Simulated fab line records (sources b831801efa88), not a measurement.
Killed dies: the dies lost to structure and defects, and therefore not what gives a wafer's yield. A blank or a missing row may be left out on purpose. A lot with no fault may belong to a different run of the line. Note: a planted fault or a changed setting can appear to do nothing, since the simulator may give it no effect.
fab line records	flow gf180mcu
record: lots: 15	wafers: 42	last_day: 34
route steps=602 shown VT_IMPLANT@130 POLY_GATE@158 HV_LDD@182
lots with no fault: from the same line, run without faults
start_h: start of the lot's first displayed wafer, in hours after the record's first day	wait_h: hours from the lot's prior step to this one	" unchanged from the row above	L1.1+2: one row covering several wafers at once	- no value present, or no start provided	* or withheld: withheld	< > ~ a bound
route shown NAME@n: NAME is a module with steps in the file, n the number in the route of the first one	usual: the fault-free wafers' mean and standard deviation	same: alike in all rows	chamber/n: place in a boat	sites: the reading at each site	_std_site: the values' standard deviation	_edge_site: inner sites' mean taken away from outer sites' mean	radius_mm: how far each site lies from the wafer's centre	mask NAME#n: copy n	behind: tool/chamber where the wafer was last shaped	hold: the reason the lot was held/the length of the hold in hours/how it ended	device: transistor that didn't switch, given as n, p or np	end of line: the same wafers' tests at the end of the route	for a step that has no rows: nothing shown but its recipe	killed: the dies lost at the first sort to structure and to defects; this is not the yield of the wafer	map: the dies of a wafer, with x for killed, . for not killed, _ for no die there
set.NAME: the setting the step ran with; set.NAME@STEP: the setting that earlier step ran with	model.NAME: the simulator's own value behind a step, which no gauge read
route steps across a sampled set of lots; one table per step, one row per wafer
== steps ==
step: GF_VT_IMPLANT_OVL_MEAS_40
usual: VT_IMPLANT_03_OVL: 0.6/1.4
lot.wafer	tool	chamber	start_h	wait_h	VT_IMPLANT_03_OVL[nm]
L351.2	overlay-01	-	171.82	0.1	-2.1
L351.3	"	-	"	"	-1.6
L351.6	"	-	"	"	-2.1
L352.3	overlay-02	-	178.02	0.1	1.2
L352.4	"	-	"	"	1.6
L352.6	"	-	"	"	0.7
L353.2	overlay-01	-	182.78	0.1	-0.2
L353.3	"	-	"	"	0.7
L353.5	"	-	"	"	1.6
L354.1	overlay-01	-	189.93	0.1	-1.4
L354.3	"	-	"	"	-2.1
L354.6	"	-	"	"	-1.4
L355.1	overlay-01	-	197.16	0.1	-0.2
L355.4	"	-	"	"	1.7
L355.6	"	-	"	"	1.4
L357.2	overlay-01	-	213.62	0.1	2.8
L357.5	"	-	"	"	1.0
L358.3	overlay-01	-	220.62	0.1	-2.0
L358.6	"	-	"	"	-1.4
L360.2	overlay-02	-	235.37	0.1	-1.7
L360.3	"	-	"	"	0.6
L363.1	overlay-02	-	252.51	0.1	2.0
L363.3	"	-	"	"	1.0
L363.4	"	-	"	"	1.1
L364.1	overlay-01	-	260.66	0.1	1.8
L364.2	"	-	"	"	1.6
L364.3	"	-	"	"	0.4
L366.3	overlay-01	-	272.39	0.1	0.6
L366.4	"	-	"	"	0.9
L366.5	"	-	"	"	1.5
L368.1	overlay-01	-	286.11	0.1	3.4
L368.4	"	-	"	"	2.6
L368.6	"	-	"	"	2.5
L370.1	overlay-01	-	296.21	0.1	0.4
L370.2	"	-	"	"	0.4
L370.5	"	-	"	"	1.8
L371.2	overlay-01	-	305.32	0.1	3.6
L371.5	"	-	"	"	1.8
L371.6	"	-	"	"	1.9
L372.1	overlay-02	-	314.53	0.1	-0.3
L372.2	"	-	"	"	0.4
L372.5	"	-	"	"	0.0
step: GF_POLY_GATE_THK_MEAS_01
recipe: reads: poly-Si_of_POLY_GATE_CVD_00
usual: POLY_GATE_CVD_00_THK: 200.2/2
lot.wafer	tool	chamber	start_h	wait_h	POLY_GATE_CVD_00_THK[nm]
L351.2	film_metro-02	-	193.84	0.0	202.6
L351.3	"	-	"	"	199.7
L351.6	"	-	"	"	200.6
L352.3	film_metro-04	-	201.38	0.0	202.5
L352.4	"	-	"	"	204.5
L352.6	"	-	"	"	204.4
L353.2	film_metro-01	-	205.94	0.0	201.7
L353.3	"	-	"	"	200.1
L353.5	"	-	"	"	199.6
L354.1	film_metro-01	-	214.46	0.0	200.7
L354.3	"	-	"	"	201.0
L354.6	"	-	"	"	203.6
L355.1	film_metro-02	-	221.01	0.0	201.2
L355.4	"	-	"	"	200.6
L355.6	"	-	"	"	199.1
L357.2	film_metro-04	-	236.93	0.0	199.0
L357.5	"	-	"	"	199.5
L358.3	film_metro-01	-	247.05	0.0	201.4
L358.6	"	-	"	"	201.5
L360.2	film_metro-01	-	260.04	0.0	196.8
L360.3	"	-	"	"	199.1
L363.1	film_metro-01	-	279.37	0.0	200.6
L363.3	"	-	"	"	201.0
L363.4	"	-	"	"	199.6
L364.1	film_metro-04	-	285.26	0.0	201.7
L364.2	"	-	"	"	201.5
L364.3	"	-	"	"	201.6
L366.3	film_metro-01	-	297.81	0.0	198.1
L366.4	"	-	"	"	197.7
L366.5	"	-	"	"	195.5
L368.1	film_metro-01	-	311.87	0.0	196.9
L368.4	"	-	"	"	199.5
L368.6	"	-	"	"	198.0
L370.1	film_metro-01	-	322.88	0.0	199.0
L370.2	"	-	"	"	198.0
L370.5	"	-	"	"	198.8
L371.2	film_metro-01	-	332.40	0.0	199.9
L371.5	"	-	"	"	199.4
L371.6	"	-	"	"	200.8
L372.1	film_metro-01	-	342.47	0.0	197.1
L372.2	"	-	"	"	195.3
L372.5	"	-	"	"	196.5
step: GF_HV_LDD_DEVELOP_06
recipe: develop_time_s: 60	dev_temp_c: 23
usual: exhaust_pa: 45.0/0.94
lot.wafer	tool	chamber	start_h	wait_h	exhaust_pa
L351.2	litho_track-01	0	230.25	0.1	45.2
L351.3	"	0	"	"	43.3
L351.6	"	0	"	"	43.5
L352.3	litho_track-02	0	238.32	0.1	46.2
L352.4	"	0	"	"	44.8
L352.6	"	0	"	"	44.6
L353.2	litho_track-02	0	244.95	0.1	45.4
L353.3	"	0	"	"	44.2
L353.5	"	0	"	"	46.5
L354.1	litho_track-01	0	253.13	0.1	44.5
L354.3	"	0	"	"	45.3
L354.6	"	0	"	"	45.9
L355.1	litho_track-03	0	258.06	0.1	45.5
L355.4	"	0	"	"	46.0
L355.6	"	0	"	"	44.9
L357.2	litho_track-01	0	276.75	0.1	46.9
L357.5	"	0	"	"	44.9
L358.3	litho_track-01	0	286.63	0.1	45.0
L358.6	"	0	"	"	46.4
L360.2	litho_track-01	0	300.30	0.1	44.6
L360.3	"	0	"	"	44.5
L363.1	litho_track-03	0	321.41	0.1	44.8
L363.3	"	0	"	"	45.6
L363.4	"	0	"	"	43.3
L364.1	litho_track-03	0	327.06	0.1	46.3
L364.2	"	0	"	"	46.2
L364.3	"	0	"	"	44.9
L366.3	litho_track-02	0	340.82	0.1	45.8
L366.4	"	0	"	"	46.3
L366.5	"	0	"	"	45.3
L368.1	litho_track-03	0	355.96	0.1	44.9
L368.4	"	0	"	"	45.5
L368.6	"	0	"	"	45.0
L370.1	litho_track-01	0	368.43	0.1	44.3
L370.2	"	0	"	"	43.4
L370.5	"	0	"	"	44.2
L371.2	litho_track-03	0	377.23	0.1	43.8
L371.5	"	0	"	"	44.9
L371.6	"	0	"	"	44.9
L372.1	litho_track-01	0	388.18	0.1	44.2
L372.2	"	0	"	"	45.3
L372.5	"	0	"	"	43.6
step: GF_HV_LDD_CD_MEAS_07
recipe: target_cd_nm: 400
usual: cd_nm: 400.5/2.1
lot.wafer	tool	chamber	start_h	wait_h	cd_nm
L351.2	cd_sem-02	-	230.40	0.1	401.7
L351.3	"	-	"	"	402.5
L351.6	"	-	"	"	400.9
L352.3	cd_sem-01	-	238.46	0.1	399.1
L352.4	"	-	"	"	398.2
L352.6	"	-	"	"	401.5
L353.2	cd_sem-02	-	245.09	0.1	398.4
L353.3	"	-	"	"	397.1
L353.5	"	-	"	"	397.4
L354.1	cd_sem-02	-	253.28	0.1	400.7
L354.3	"	-	"	"	401.4
L354.6	"	-	"	"	399.5
L355.1	cd_sem-01	-	258.21	0.1	402.2
L355.4	"	-	"	"	401.6
L355.6	"	-	"	"	403.4
L357.2	cd_sem-01	-	276.90	0.1	414.7
L357.5	"	-	"	"	400.0
L358.3	cd_sem-02	-	286.77	0.1	414.5
L358.6	"	-	"	"	401.4
L360.2	cd_sem-01	-	300.45	0.1	413.0
L360.3	"	-	"	"	411.5
L363.1	cd_sem-01	-	321.56	0.1	402.0
L363.3	"	-	"	"	401.8
L363.4	"	-	"	"	401.6
L364.1	cd_sem-01	-	327.21	0.1	406.9
L364.2	"	-	"	"	404.9
L364.3	"	-	"	"	401.8
L366.3	cd_sem-01	-	340.96	0.1	400.7
L366.4	"	-	"	"	399.7
L366.5	"	-	"	"	399.3
L368.1	cd_sem-01	-	356.11	0.1	399.4
L368.4	"	-	"	"	398.8
L368.6	"	-	"	"	401.4
L370.1	cd_sem-01	-	368.58	0.1	396.0
L370.2	"	-	"	"	397.7
L370.5	"	-	"	"	397.4
L371.2	cd_sem-02	-	377.38	0.1	402.8
L371.5	"	-	"	"	401.2
L371.6	"	-	"	"	402.7
L372.1	cd_sem-02	-	388.33	0.1	400.5
L372.2	"	-	"	"	401.1
L372.5	"	-	"	"	401.6
step: GF_HV_LDD_TW_MEAS_23
usual: HV_LDD_2_TW: 1056/7.2
lot.wafer	tool	chamber	start_h	wait_h	HV_LDD_2_TW
L351.2	film_metro-04	-	248.90	0.1	1058
L351.3	"	-	"	"	1052
L351.6	"	-	"	"	1050
L352.3	film_metro-04	-	257.35	0.1	1050
L352.4	"	-	"	"	1051
L352.6	"	-	"	"	1046
L353.2	film_metro-03	-	264.18	0.1	1067
L353.3	"	-	"	"	1059
L353.5	"	-	"	"	1065
L354.1	film_metro-03	-	272.32	0.1	1065
L354.3	"	-	"	"	1069
L354.6	"	-	"	"	1062
L355.1	film_metro-01	-	278.28	0.1	1057
L355.4	"	-	"	"	1057
L355.6	"	-	"	"	1057
L357.2	film_metro-04	-	297.19	0.1	1050
L357.5	"	-	"	"	1050
L358.3	film_metro-01	-	306.75	0.1	1053
L358.6	"	-	"	"	1051
L360.2	film_metro-04	-	321.74	0.1	1052
L360.3	"	-	"	"	1052
L363.1	film_metro-04	-	343.28	0.1	1049
L363.3	"	-	"	"	1050
L363.4	"	-	"	"	1046
L364.1	film_metro-04	-	349.32	0.1	1047
L364.2	"	-	"	"	1054
L364.3	"	-	"	"	1052
L366.3	film_metro-04	-	363.55	0.1	1044
L366.4	"	-	"	"	1047
L366.5	"	-	"	"	1049
L368.1	film_metro-03	-	379.13	0.1	1063
L368.4	"	-	"	"	1068
L368.6	"	-	"	"	1062
L370.1	film_metro-04	-	392.33	0.1	1051
L370.2	"	-	"	"	1056
L370.5	"	-	"	"	1057
L371.2	film_metro-04	-	401.16	0.1	1059
L371.5	"	-	"	"	1062
L371.6	"	-	"	"	1061
L372.1	film_metro-03	-	412.23	0.1	1054
L372.2	"	-	"	"	1059
L372.5	"	-	"	"	1066
== key ==
first_sign: step: GF_HV_LDD_CD_MEAS_07	reading: cd_nm	direction: up	sigmas: 6.3	usual: 400.5	struck: 413.4
effect none on later readings
met_at GF_HV_LDD_DEVELOP_06
struck_lots L357,L358,L360
struck_wafers L357.2,L358.3,L360.2,L360.3
tester_left_out L357,L358,L360
not_acting_at GF_VT_IMPLANT_OVL_MEAS_40,GF_POLY_GATE_THK_MEAS_01,GF_HV_LDD_TW_MEAS_23
onset_between 253.13 276.75
fault: kind: process_parameter_drift	tool: litho_track-01	chamber: -	onset_h: 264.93	steps: GF_HV_LDD_DEVELOP_06	channel: develop_time_s	offset: *	shape: step	end_h: 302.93	scope: struck_wafers_only	acts_in: *	stated: *
tester_left_out: of these lots the tester's yield and bins aren't shown, on N5 and GAA mostly nor the transistor test; their killed dies are dies lost to structure and defects alone, not to doping, threshold or leakage, so they don't give the yield
